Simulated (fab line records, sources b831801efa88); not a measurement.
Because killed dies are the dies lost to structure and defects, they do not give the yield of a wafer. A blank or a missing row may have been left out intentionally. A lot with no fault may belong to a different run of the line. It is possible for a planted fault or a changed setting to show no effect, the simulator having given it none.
Matching of chambers / flow sfq_line / SFQ_TRILAYER_I3_VIA_BARC_OPEN_VIA_ETCH_121 on rie_diel-03: 4 sister chambers
The step etches BARC in O2, target depth 125 nm, time 41.7 s. 20 wafers are shown with their chamber, then 9 later ones without.

## EACH WAFER AND ITS CHAMBER
wafer=L928.1; chamber=3; drypump_motor_current_A (A)=5.2; run_length_s (s)=69.1; oes_product_au (a.u.)=0.682
wafer=L928.4; chamber=1; drypump_motor_current_A (A)=6.8; run_length_s (s)=70.4; oes_product_au (a.u.)=0.684
wafer=L928.6; chamber=1; drypump_motor_current_A (A)=6.8; run_length_s (s)=70.6; oes_product_au (a.u.)=0.676
wafer=L931.3; chamber=2; drypump_motor_current_A (A)=5.7; run_length_s (s)=69.7; oes_product_au (a.u.)=0.685
wafer=L931.5; chamber=1; drypump_motor_current_A (A)=6.7; run_length_s (s)=70.9; oes_product_au (a.u.)=0.682
wafer=L931.6; chamber=2; drypump_motor_current_A (A)=5.7; run_length_s (s)=69.7; oes_product_au (a.u.)=0.688
wafer=L933.1; chamber=1; drypump_motor_current_A (A)=6.7; run_length_s (s)=70.6; oes_product_au (a.u.)=0.692
wafer=L933.2; chamber=3; drypump_motor_current_A (A)=5.3; run_length_s (s)=69.0; oes_product_au (a.u.)=0.683
wafer=L933.6; chamber=0; drypump_motor_current_A (A)=5.3; run_length_s (s)=70.0; oes_product_au (a.u.)=0.682
wafer=L934.1; chamber=0; drypump_motor_current_A (A)=5.3; run_length_s (s)=70.4; oes_product_au (a.u.)=0.690
wafer=L934.5; chamber=2; drypump_motor_current_A (A)=5.7; run_length_s (s)=70.4; oes_product_au (a.u.)=0.692
wafer=L934.6; chamber=1; drypump_motor_current_A (A)=6.7; run_length_s (s)=70.8; oes_product_au (a.u.)=0.688
wafer=L935.1; chamber=3; drypump_motor_current_A (A)=5.3; run_length_s (s)=69.3; oes_product_au (a.u.)=0.687
wafer=L935.4; chamber=2; drypump_motor_current_A (A)=5.7; run_length_s (s)=70.1; oes_product_au (a.u.)=0.680
wafer=L935.5; chamber=1; drypump_motor_current_A (A)=6.8; run_length_s (s)=70.7; oes_product_au (a.u.)=0.688
wafer=L937.1; chamber=3; drypump_motor_current_A (A)=5.3; run_length_s (s)=69.2; oes_product_au (a.u.)=0.697
wafer=L937.2; chamber=0; drypump_motor_current_A (A)=5.3; run_length_s (s)=70.5; oes_product_au (a.u.)=0.689
wafer=L937.6; chamber=1; drypump_motor_current_A (A)=6.7; run_length_s (s)=71.0; oes_product_au (a.u.)=0.688
wafer=L938.2; chamber=2; drypump_motor_current_A (A)=5.7; run_length_s (s)=70.0; oes_product_au (a.u.)=0.679
wafer=L938.5; chamber=2; drypump_motor_current_A (A)=5.7; run_length_s (s)=70.5; oes_product_au (a.u.)=0.681

SIGNATURES (means of the wafers above)
reading=drypump_motor_current_A; chamber 0=5.300; chamber 1=6.743; chamber 2=5.700; chamber 3=5.275; scatter within a chamber=0.0392
reading=run_length_s; chamber 0=70.300; chamber 1=70.714; chamber 2=70.067; chamber 3=69.150; scatter within a chamber=0.251
reading=oes_product_au; chamber 0=0.68700; chamber 1=0.68543; chamber 2=0.68417; chamber 3=0.68725; scatter within a chamber=0.00545
Rule: a wafer's distance from a chamber is the root of the sum, over the readings, of the square of ((its reading less the chamber's mean) divided by the reading's scatter). The wafer belongs to the nearest chamber; if the next one is less than 2 further off, it can't be placed. The scatter: take each reading less its chamber's mean, square it, sum over the shown wafers, divide by the number of wafers less the number of chambers, and take the root.

## WAFERS WITHOUT THEIR CHAMBER
wafer=L938.6; drypump_motor_current_A (A)=6.8; run_length_s (s)=70.8; oes_product_au (a.u.)=0.690
wafer=L939.3; drypump_motor_current_A (A)=6.7; run_length_s (s)=70.7; oes_product_au (a.u.)=0.692
wafer=L939.5; drypump_motor_current_A (A)=5.3; run_length_s (s)=70.4; oes_product_au (a.u.)=0.690
wafer=L940.5; drypump_motor_current_A (A)=6.7; run_length_s (s)=71.0; oes_product_au (a.u.)=0.691
wafer=L942.3; drypump_motor_current_A (A)=6.7; run_length_s (s)=70.5; oes_product_au (a.u.)=0.678
wafer=L942.4; drypump_motor_current_A (A)=5.7; run_length_s (s)=70.1; oes_product_au (a.u.)=0.692
wafer=L949.3; drypump_motor_current_A (A)=6.7; run_length_s (s)=71.0; oes_product_au (a.u.)=0.687
wafer=L949.4; drypump_motor_current_A (A)=5.7; run_length_s (s)=70.2; oes_product_au (a.u.)=0.685
wafer=L949.5; drypump_motor_current_A (A)=5.3; run_length_s (s)=69.0; oes_product_au (a.u.)=0.688

## CHAMBER TAKEN BY EACH
wafer=L938.6; from the rows above=1; in truth=1
wafer=L939.3; from the rows above=1; in truth=1
wafer=L939.5; from the rows above=0; in truth=0
wafer=L940.5; from the rows above=1; in truth=1
wafer=L942.3; from the rows above=1; in truth=1
wafer=L942.4; from the rows above=2; in truth=2
wafer=L949.3; from the rows above=1; in truth=1
wafer=L949.4; from the rows above=2; in truth=2
wafer=L949.5; from the rows above=3; in truth=3
Correct placement for 9 of the 9. Can't be placed from these rows: 0. Wrongly placed: 0.
